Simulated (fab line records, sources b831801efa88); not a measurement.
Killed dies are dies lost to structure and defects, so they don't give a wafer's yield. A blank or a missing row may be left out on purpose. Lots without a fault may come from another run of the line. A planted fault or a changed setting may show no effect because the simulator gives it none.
fab line records | flow sky130
record lots=6 wafers=18 last_day=50
route steps=708 shown LDD_N@252 LDD_P@255 LDD_HVN@267 PAD_OPEN@708
lots that met no fault: from a run of the same line without faults
start_h: hours from the record's first day to the start of the lot's first wafer shown | wait_h: hours since the lot's step before | " the same as in the row above | L1.1+2: a row that stands for several wafers | - no value, or no start given | * or withheld: withheld | < > ~ a bound
route shown NAME@n: a module of which the file shows steps, and the number in the route of the first | usual: mean/standard deviation of fault-free wafers | same: alike in all rows | chamber/n: place in a boat | sites: the reading at each site | _std_site: their standard deviation | _edge_site: outer sites' mean less inner sites' | radius_mm: how far each site lies from the wafer's centre | mask NAME#n: copy n | behind: the tool/chamber that last shaped the wafer | hold: why the lot was held/for how many hours/how that ended | device: the transistor (n, p or np) that didn't switch | end of line: the same wafers' tests at the end of the route | a step without rows: its recipe alone | killed: dies lost to structure and defects at the first sort, not the wafer's yield | map: a wafer's dies, x killed, . not, _ none there
set.NAME: the setting as run; set.NAME@STEP: as run at that earlier step | model.NAME: the simulator's own value behind a step, which no gauge read
lots at some steps of the route; a table a step, a row a wafer
services: from which hour (start_h, from the record's first day; less than 0 if before it) a tool's chamber was out of use, for how many hours, and why
## steps
# step SKY_LDD_N_IMPLANT_15
# recipe species=BF2 energy_kev=50 dose_cm2=5e+12 tilt_deg=30 rotation_deg=270
# step SKY_LDD_N_STRIP_16
# recipe chemistry=O2/N2 power_w=1400 pressure_mtorr=1500 platen_temp_c=withheld o2_flow_sccm=3000 n2_flow_sccm=300 overash_fraction=0.5
# usual chamber_pressure_mTorr=1500.2/1.4 drypump_motor_current_A=5.4/0.39 o2_flow_sccm=3000/8.9 oes_product_au=0.406/0.0046 strip_time_to_endpoint_s=4.323/0.012
# columns lot.wafer tool chamber start_h wait_h chamber_pressure_mTorr drypump_motor_current_A o2_flow_sccm oes_product_au rf_hours_counter_h strip_time_to_endpoint_s
L793.3 plasma_asher-04 0 415.99 0.1 1500.1 5.8 2991 0.406 - 4.320
L793.5 " 0 " " 1500.8 5.7 3000 0.408 - 4.329
L793.6 " 1 " " 1499.0 5.2 2989 0.408 - 4.332
L796.2 plasma_asher-01 0 424.28 0.1 1502.1 4.9 2997 0.412 32 4.343
L796.4 " 0 " " 1501.5 4.9 2993 0.406 - 4.338
L796.5 " 1 " " 1500.9 5.7 3013 0.409 - 4.332
L800.2 plasma_asher-02 0 483.68 0.1 1500.3 6.1 3019 0.409 66 4.343
L800.3 " 1 " " 1499.6 5.2 3009 0.410 - 4.328
L800.6 " 1 " " 1499.0 5.2 3007 0.404 - 4.324
L810.1 plasma_asher-01 1 576.15 0.1 1498.7 5.7 3009 0.409 48 4.311
L810.4 " 0 " " 1499.0 4.9 3005 0.415 - 4.309
L810.6 " 1 " " 1501.2 5.7 2993 0.410 - 4.310
L813.1 plasma_asher-01 1 582.23 0.1 1498.7 5.7 3000 0.411 48 4.329
L813.4 " 1 " " 1501.2 5.7 3001 0.403 - 4.341
L813.6 " 0 " " 1501.9 5.0 3010 0.410 - 4.329
L812.1 plasma_asher-01 1 584.63 0.1 1500.1 5.7 3000 0.407 49 4.313
L812.2 " 0 " " 1500.6 4.9 2984 0.407 49 4.319
L812.5 " 0 " " 1499.4 4.9 2988 0.408 - 4.327
# step SKY_LDD_N_TW_MEAS_17
# usual LDD_N_TW=2566/12
# columns lot.wafer tool chamber start_h wait_h LDD_N_TW
L793.3 film_metro-04 - 416.07 0.1 2574
L793.5 " - " " 2576
L793.6 " - " " 2590
L796.2 film_metro-03 - 424.39 0.1 2560
L796.4 " - " " 2539
L796.5 " - " " 2564
L800.2 film_metro-03 - 483.79 0.1 2555
L800.3 " - " " 2562
L800.6 " - " " 2552
L810.1 film_metro-01 - 576.25 0.1 2594
L810.4 " - " " 2580
L810.6 " - " " 2580
L813.1 film_metro-04 - 582.33 0.1 2571
L813.4 " - " " 2559
L813.6 " - " " 2565
L812.1 film_metro-01 - 584.73 0.1 2578
L812.2 " - " " 2566
L812.5 " - " " 2571
# step SKY_LDD_P_DEHYDRATE_00
# recipe temp_c=200 time_s=60
# step SKY_LDD_P_HMDS_01
# recipe prime_time_s=60 prime_temp_c=120
# step SKY_LDD_P_COAT_02
# recipe resist=NOVOLAK spin_rpm=3000 resist_thk_nm=1140
# step SKY_LDD_P_SOFTBAKE_03
# recipe temp_c=90 time_s=60 resist=NOVOLAK
# step SKY_LDD_P_EXPOSE_04
# recipe mask_id=PSDM na=0.6 source_shape=conventional sigma_outer=0.6 polarization=unpolarized target_cd_nm=380 dose_mj=138
# step SKY_LDD_P_PEB_05
# recipe temp_c=withheld time_s=* resist=NOVOLAK
# step SKY_LDD_P_DEVELOP_06
# recipe resist=NOVOLAK developer=TMAH develop_time_s=60 dev_temp_c=23
# step SKY_LDD_P_CD_MEAS_07
# recipe target_cd_nm=380
# usual cd_nm=379.2/2.4
# columns lot.wafer tool chamber start_h wait_h cd_nm
L793.3 cd_sem-02 - 445.91 0.1 375.2
L793.5 " - " " 376.8
L793.6 " - " " 378.1
L796.2 cd_sem-02 - 454.55 0.1 377.1
L796.4 " - " " 375.0
L796.5 " - " " 379.1
L800.2 cd_sem-01 - 514.09 0.1 380.9
L800.3 " - " " 384.7
L800.6 " - " " 382.0
L810.1 cd_sem-02 - 605.63 0.1 379.2
L810.4 " - " " 380.4
L810.6 " - " " 381.2
L813.1 cd_sem-01 - 611.67 0.1 375.6
L813.4 " - " " 375.6
L813.6 " - " " 377.0
L812.1 cd_sem-01 - 614.52 0.1 380.7
L812.2 " - " " 383.9
L812.5 " - " " 383.1
# step SKY_LDD_P_OVL_MEAS_08
# usual LDD_P_OVL=-0.1/1.2
# columns lot.wafer tool chamber start_h wait_h LDD_P_OVL[nm]
L793.3 overlay-02 - 446.00 0.1 -0.9
L793.5 " - " " -0.8
L793.6 " - " " 0.4
L796.2 overlay-02 - 454.66 0.1 0.4
L796.4 " - " " 1.4
L796.5 " - " " 0.6
L800.2 overlay-02 - 514.19 0.1 -0.3
L800.3 " - " " -1.4
L800.6 " - " " -1.1
L810.1 overlay-01 - 605.75 0.1 -1.1
L810.4 " - " " -1.1
L810.6 " - " " -0.6
L813.1 overlay-02 - 611.79 0.1 -0.7
L813.4 " - " " -0.6
L813.6 " - " " 0.3
L812.1 overlay-02 - 614.64 0.1 -0.4
L812.2 " - " " -1.4
L812.5 " - " " -0.4
# step SKY_LDD_P_IMPLANT_09
# recipe species=BF2 energy_kev=25 dose_cm2=1e+13 tilt_deg=withheld
# usual beam_on_s=10.00/0.2 end_station_pressure_torr=5.05e-06/2.6e-07 faraday_current_uA=56.4/1.1
# columns lot.wafer tool chamber start_h wait_h beam_on_s end_station_pressure_torr faraday_current_uA
L793.3 implanter-04 0 446.07 0.1 10.26 5.25e-06 54.9
L793.5 " 0 " " 10.13 4.91e-06 55.3
L793.6 " 0 " " 9.95 5.16e-06 56.4
L796.2 implanter-04 0 454.71 0.0 10.24 5e-06 55.1
L796.4 " 0 " " 9.92 4.8e-06 56.9
L796.5 " 0 " " 10.46 4.62e-06 53.9
L800.2 implanter-01 0 514.25 0.0 10.20 5.04e-06 55.2
L800.3 " 0 " " 9.93 5.21e-06 56.5
L800.6 " 0 " " 10.09 4.86e-06 56.1
L810.1 implanter-01 0 605.79 0.0 7.83 5.29e-06 72.1
L810.4 " 0 " " 7.63 4.97e-06 74.1
L810.6 " 0 " " 7.30 4.87e-06 77.0
L813.1 implanter-01 0 611.82 0.0 7.63 4.89e-06 73.4
L813.4 " 0 " " 7.61 4.68e-06 74.3
L813.6 " 0 " " 7.80 4.86e-06 71.9
L812.1 implanter-04 0 614.67 0.0 9.89 5.08e-06 57.2
L812.2 " 0 " " 9.89 4.82e-06 56.7
L812.5 " 0 " " 10.05 5.01e-06 56.4
# step SKY_LDD_P_STRIP_10
# recipe chemistry=O2/N2 power_w=1400 pressure_mtorr=1500 platen_temp_c=withheld o2_flow_sccm=3000 n2_flow_sccm=300 overash_fraction=0.5
# usual chamber_pressure_mTorr=1499.9/1.4 drypump_motor_current_A=5.6/0.42 o2_flow_sccm=3000/9 oes_product_au=0.715/0.0048 strip_time_to_endpoint_s=14.20/0.039
# columns lot.wafer tool chamber start_h wait_h chamber_pressure_mTorr drypump_motor_current_A o2_flow_sccm oes_product_au rf_hours_counter_h strip_time_to_endpoint_s
L793.3 plasma_asher-03 1 446.21 0.1 1498.9 6.2 3007 0.718 - 14.18
L793.5 " 1 " " 1498.8 6.2 2994 0.723 - 14.21
L793.6 " 0 " " 1497.6 5.3 3001 0.710 - 14.22
L796.2 plasma_asher-03 1 454.84 0.1 1496.9 6.2 2986 0.710 2 14.25
L796.4 " 1 " " 1501.0 6.2 2989 0.712 - 14.20
L796.5 " 1 " " 1498.9 6.2 2999 0.707 - 14.28
L800.2 plasma_asher-02 0 514.37 0.1 1499.0 6.1 3009 0.715 69 14.17
L800.3 " 1 " " 1499.1 5.2 3022 0.710 - 14.18
L800.6 " 1 " " 1497.5 5.2 3018 0.713 - 14.18
L810.1 plasma_asher-04 1 605.94 0.1 1500.4 5.2 3004 0.715 87 14.22
L810.4 " 1 " " 1500.2 5.2 3002 0.711 - 14.22
L810.6 " 0 " " 1501.7 5.8 2997 0.706 - 14.16
L813.1 plasma_asher-03 1 611.97 0.1 1500.9 6.2 3001 0.710 18 14.18
L813.4 " 0 " " 1500.5 5.2 3005 0.709 - 14.20
L813.6 " 1 " " 1500.5 6.2 2998 0.712 - 14.14
L812.1 plasma_asher-02 0 614.82 0.1 1499.1 6.1 2997 0.713 79 14.28
L812.2 " 1 " " 1502.4 5.2 3005 0.710 79 14.24
L812.5 " 1 " " 1501.6 5.2 3002 0.710 - 14.24
# step SKY_LDD_P_TW_MEAS_11
# usual LDD_P_TW=634/3.2
# columns lot.wafer tool chamber start_h wait_h LDD_P_TW
L793.3 film_metro-04 - 446.29 0.1 634
L793.5 " - " " 637
L793.6 " - " " 631
L796.2 film_metro-01 - 454.95 0.1 633
L796.4 " - " " 631
L796.5 " - " " 633
L800.2 film_metro-04 - 514.48 0.1 635
L800.3 " - " " 630
L800.6 " - " " 629
L810.1 film_metro-02 - 606.04 0.1 582
L810.4 " - " " 584
L810.6 " - " " 584
L813.1 film_metro-01 - 612.07 0.1 588
L813.4 " - " " 586
L813.6 " - " " 588
L812.1 film_metro-01 - 614.92 0.1 638
L812.2 " - " " 635
L812.5 " - " " 637
# step SKY_LDD_HVN_DEHYDRATE_00
# recipe temp_c=200 time_s=60
# step SKY_PAD_OPEN_PROBE_99
# usual killed_at_M0_to_M3=44/6.2 killed_at_M4_up=3.3/1.8 killed_at_contacts=25/5.8 killed_at_front_end=15/4 killed_at_other=0.3/0.49 killed_dies=88/8.8 killed_open=48/6.5 killed_short=39/6.3
# same gross_dies=492 killed_at_back_side=0
# columns lot.wafer tool chamber start_h wait_h killed_at_M0_to_M3 killed_at_M4_up killed_at_contacts killed_at_front_end killed_at_other killed_dies killed_open killed_short model.etest.tip_p.rs_ohm_sq model.etest.tip_p.rs_ohm_sq_range
L793.3 prober-01 - 1085.71 0.2 36 3 26 15 0 80 44 36 6796 218.4
L793.5 prober-01 - 1085.81 0.2 40 1 30 13 0 84 54 29 6902 227.8
L793.6 prober-01 - 1085.86 0.2 43 0 16 26 0 85 48 37 6847 195
L796.2 prober-01 - 1096.95 0.1 50 3 19 16 0 88 41 47 6954 204.6
L796.4 prober-01 - 1097.05 0.2 28 4 18 10 2 62 40 22 6917 147.5
L796.5 prober-01 - 1097.10 0.2 45 5 24 11 0 85 46 39 6927 98.93
L800.2 prober-01 - 1129.53 0.1 53 3 24 10 1 91 57 33 6863 233.4
L800.3 prober-01 - 1129.58 0.2 43 1 29 12 0 85 43 42 6870 174.5
L800.6 prober-01 - 1129.73 0.2 56 3 21 11 1 92 47 44 6897 151.5
L810.1 prober-01 - 1190.25 0.1 44 0 20 17 0 81 42 39 8628 178.4
L810.4 prober-01 - 1190.40 0.2 60 3 16 10 0 89 48 41 8714 300.8
L810.6 prober-01 - 1190.50 0.2 58 2 25 11 0 96 58 38 8696 434.1
L813.1 prober-02 - 1193.76 0.1 47 1 25 15 0 88 48 40 8600 245.4
L813.4 prober-02 - 1193.91 0.2 57 1 33 16 0 107 53 54 8631 261
L813.6 prober-02 - 1194.01 0.2 46 2 16 20 1 85 48 37 8558 197.6
L812.1 prober-01 - 1195.18 0.1 40 3 33 16 0 92 51 41 6585 95.4
L812.2 prober-01 - 1195.23 0.1 50 2 11 10 0 73 35 38 6613 191
L812.5 prober-01 - 1195.38 0.2 38 2 26 11 0 77 42 35 6600 115.2
# killed by level:class
L793.3 CONTACT:geometric_particle:open=12 VIA3:geometric_particle:open=7 METAL2:geometric_particle:short=6 CONTACT:geometric_particle:short=5 VIA1:geometric_particle:open=5 FIELD_ISO:geometric_particle:short=4 LI_CONTACT:geometric_particle:open=4 POLY_GATE:geometric_particle:open=3
L793.5 CONTACT:geometric_particle:open=10 VIA2:geometric_particle:open=9 VIA3:geometric_particle:open=9 LI_CONTACT:geometric_particle:open=8 VIA1:geometric_particle:open=5 LOCAL_INTERCONNECT:geometric_particle:short=5 VIA1:geometric_particle:short=4 VIA3:geometric_particle:short=4
L793.6 VIA1:geometric_particle:open=10 POLY_GATE:geometric_particle:open=8 VIA2:geometric_particle:open=8 VIA1:geometric_particle:short=7 VIA3:geometric_particle:open=7 POLY_GATE:geometric_particle:short=6 LOCAL_INTERCONNECT:geometric_particle:short=5 FIELD_ISO:geometric_particle:open=4
L796.2 VIA2:geometric_particle:open=10 METAL2:geometric_particle:short=9 CONTACT:geometric_particle:open=7 VIA1:geometric_particle:short=7 FIELD_ISO:geometric_particle:short=6 LI_CONTACT:geometric_particle:open=6 METAL1:geometric_particle:short=6 POLY_GATE:geometric_particle:short=4
L796.4 CONTACT:geometric_particle:open=7 VIA1:geometric_particle:open=7 VIA3:geometric_particle:open=6 LI_CONTACT:geometric_particle:open=6 VIA2:geometric_particle:open=4 METAL4:geometric_particle:short=3 SONOS_ONO:geometric_particle:open=2 POLY_GATE:geometric_particle:short=2
L796.5 VIA2:geometric_particle:open=14 LI_CONTACT:geometric_particle:open=7 CONTACT:geometric_particle:short=7 METAL2:geometric_particle:short=7 VIA1:geometric_particle:open=5 CONTACT:geometric_particle:open=4 METAL4:geometric_particle:short=4 POLY_GATE:geometric_particle:open=3
L800.2 VIA1:geometric_particle:open=14 METAL1:geometric_particle:short=10 VIA3:geometric_particle:open=10 VIA2:geometric_particle:open=9 CONTACT:geometric_particle:open=8 LI_CONTACT:geometric_particle:open=7 FIELD_ISO:geometric_particle:short=4 FIELD_ISO:geometric_particle:open=3
L800.3 VIA1:geometric_particle:open=14 CONTACT:geometric_particle:open=9 CONTACT:geometric_particle:short=8 METAL1:geometric_particle:short=7 LI_CONTACT:geometric_particle:open=6 VIA1:geometric_particle:short=5 POLY_GATE:geometric_particle:open=4 LOCAL_INTERCONNECT:geometric_particle:short=4
L800.6 VIA1:geometric_particle:short=9 CONTACT:geometric_particle:open=9 VIA2:geometric_particle:open=9 METAL1:geometric_particle:short=8 LI_CONTACT:geometric_particle:open=7 VIA1:geometric_particle:open=7 VIA3:geometric_particle:open=7 METAL2:geometric_particle:short=6
L810.1 VIA1:geometric_particle:open=10 CONTACT:geometric_particle:open=9 METAL1:geometric_particle:short=9 FIELD_ISO:geometric_particle:short=6 FIELD_ISO:geometric_particle:open=5 VIA3:geometric_particle:short=5 POLY_GATE:geometric_particle:open=4 VIA1:geometric_particle:short=4
L810.4 VIA1:geometric_particle:open=15 VIA3:geometric_particle:open=9 METAL1:geometric_particle:short=7 VIA2:geometric_particle:open=7 CONTACT:geometric_particle:open=5 METAL2:geometric_particle:short=5 LI_CONTACT:geometric_particle:short=4 VIA1:geometric_particle:short=4
L810.6 VIA1:geometric_particle:open=18 CONTACT:geometric_particle:open=9 LI_CONTACT:geometric_particle:open=8 METAL1:geometric_particle:short=8 VIA3:geometric_particle:open=8 VIA1:geometric_particle:short=6 VIA2:geometric_particle:short=5 VIA2:geometric_particle:open=4
L813.1 CONTACT:geometric_particle:open=9 METAL1:geometric_particle:short=9 VIA1:geometric_particle:open=7 LI_CONTACT:geometric_particle:open=7 VIA3:geometric_particle:open=7 FIELD_ISO:geometric_particle:open=6 FIELD_ISO:geometric_particle:short=5 METAL2:geometric_particle:short=5
L813.4 LOCAL_INTERCONNECT:geometric_particle:short=13 VIA2:geometric_particle:open=12 VIA1:geometric_particle:open=10 CONTACT:geometric_particle:open=9 VIA3:geometric_particle:open=8 LI_CONTACT:geometric_particle:open=7 VIA1:geometric_particle:short=6 POLY_GATE:geometric_particle:short=5
L813.6 METAL2:geometric_particle:short=10 CONTACT:geometric_particle:open=8 VIA1:geometric_particle:open=8 VIA2:geometric_particle:open=6 FIELD_ISO:geometric_particle:open=5 METAL1:geometric_particle:short=5 VIA1:geometric_particle:short=5 POLY_GATE:geometric_particle:open=4
L812.1 LI_CONTACT:geometric_particle:open=11 CONTACT:geometric_particle:open=11 VIA1:geometric_particle:open=8 METAL1:geometric_particle:short=7 LOCAL_INTERCONNECT:geometric_particle:short=5 METAL2:geometric_particle:short=5 VIA3:geometric_particle:short=5 FIELD_ISO:geometric_particle:open=4
L812.2 VIA2:geometric_particle:open=9 VIA1:geometric_particle:open=8 METAL1:geometric_particle:short=7 VIA3:geometric_particle:open=7 METAL2:geometric_particle:short=7 CONTACT:geometric_particle:open=5 LOCAL_INTERCONNECT:geometric_particle:short=4 VIA2:geometric_particle:short=4
L812.5 LI_CONTACT:geometric_particle:open=8 CONTACT:geometric_particle:open=7 METAL2:geometric_particle:short=6 VIA3:geometric_particle:open=6 METAL1:geometric_particle:short=6 VIA1:geometric_particle:short=6 VIA1:geometric_particle:open=6 LOCAL_INTERCONNECT:geometric_particle:short=4
## services
# columns tool chamber start_h hours kind
plasma_asher-03 - 421.27 9.0 pm
plasma_asher-03 0 421.27 9.0 vent_cycle
plasma_asher-03 1 421.27 9.0 vent_cycle
implanter-01 - 424.22 1.9 repair
plasma_asher-03 0 430.27 - clean
plasma_asher-03 1 430.27 - clean
implanter-04 - 434.04 3.7 pm
implanter-04 - 456.11 6.0 pm
plasma_asher-04 - 551.10 4.7 repair
implanter-04 - 551.69 4.7 pm
plasma_asher-04 - 560.49 1.9 repair
## key
first_sign step=SKY_LDD_P_IMPLANT_09 reading=faraday_current_uA direction=up sigmas=16 usual=56.4 struck=73.8
effect step=SKY_LDD_P_IMPLANT_09 reading=beam_on_s direction=down sigmas=12 usual=10.00 struck=7.64
effect step=SKY_LDD_P_TW_MEAS_11 reading=LDD_P_TW direction=down sigmas=15 usual=634 struck=585
model_effect step=SKY_PAD_OPEN_PROBE_99 value=etest.tip_p.rs_ohm_sq without=6935 struck=8638
met_at SKY_LDD_P_IMPLANT_09
struck_wafers L810.1,L810.4,L810.6,L813.1,L813.4,L813.6
tester_left_out L810,L813
onset_between 514.25 605.79
fault kind=process_parameter_drift tool=implanter-01 chamber=- onset_h=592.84 steps=SKY_LDD_P_IMPLANT_09 channel=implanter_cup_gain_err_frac offset=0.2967 shape=step end_h=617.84
# tester_left_out: of these lots the tester's yield and bins aren't shown, on N5 and GAA mostly nor the transistor test; their killed dies are dies lost to structure and defects alone, not to doping, threshold or leakage, so they don't give the yield
